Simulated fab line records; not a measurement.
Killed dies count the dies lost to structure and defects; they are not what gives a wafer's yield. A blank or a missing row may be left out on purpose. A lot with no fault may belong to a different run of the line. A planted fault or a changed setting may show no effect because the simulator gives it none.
One fault through the eyes of 2 desks -- flow sfq line -- every desk sees just its own numbers, and what lay behind them comes last

## AT THE METROLOGY DESK
Lot by lot, what the gauges showed, no matter which tool ran the lot: averages of those sampled wafers that carry a number. The brackets show how far a lot's mean lies from the usual mean; more than 4 standard deviations puts the lot out of limits, marked OUT.
Columns: A = M0_OVL at SFQ_M0_OVL_MEAS_906, usual 1 nm; B = I0_BOW at SFQ_I0_BOW_MEAS_907, usual -1 um
lot,first seen here,A,B
L482,day 11 13:56,-4,1
L483,day 12 10:47,-5,5
L491,day 15 00:26,1,-3
L492,day 15 08:50,16,-2
L493,day 15 14:50,-9,0
L502,day 20 13:23,-9,-10
L503,day 20 21:47,10,-5
Result from this desk: across the 7 lots, nothing is out of limits.

## THE TOOL OWNER'S DESK: pecvd-02
The tool's own readings at SFQ_TRILAYER_I0_DEP_PECVD_027 (deposits SiO2 from SiH4/N2O, time 111.11 s, target thk 500 nm): means of the sampled wafers that have a number, for each lot that ran on this tool. The brackets show how far a lot's mean lies from the usual mean; more than 4 standard deviations puts the lot out of limits, marked OUT.
Columns: A = heater power w at SFQ_TRILAYER_I0_DEP_PECVD_027, usual 86 W; B = rf fwd power W at SFQ_TRILAYER_I0_DEP_PECVD_027, usual 182.2 W; C = showerhead vpp V at SFQ_TRILAYER_I0_DEP_PECVD_027, usual 840 V; D = throttle valve pct at SFQ_TRILAYER_I0_DEP_PECVD_027, usual 24.1 %
lot,first seen here,A,B,C,D
L483,day 12 12:33,86,182.4,822,22.7
L491,day 15 01:26,106,153.0 (-47) OUT,771,22.6
L492,day 15 09:50,94,153.3 (-47) OUT,762,22.9
L493,day 15 15:50,100,153.0 (-47) OUT,779,23.0
This desk's finding: out of limits on L491, L492, L493; first on L491, day 15 01:26 (rf fwd power W at SFQ_TRILAYER_I0_DEP_PECVD_027). L483: within limits.

## BROUGHT TOGETHER
The tool owner's desk had the chance to raise an alarm at day 15 01:26 on L491, L492, L493.
From the metrology desk's view, nothing was out of limits.
The metrology desk holds a record of L491, L492, L493, inside its limits.
All the named lots went through SFQ_TRILAYER_I0_DEP_PECVD_027 on pecvd-02.

## WHAT HAD BEEN PUT IN BY THE SIMULATOR
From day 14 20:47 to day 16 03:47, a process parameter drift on pecvd-02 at SFQ_TRILAYER_I0_DEP_PECVD_027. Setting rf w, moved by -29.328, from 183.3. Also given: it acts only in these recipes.
Lots struck among those shown: L491, L492, L493.
How many hours passed from the start of the fault until each desk's first out-of-limits reading: the tool owner's desk, 5.
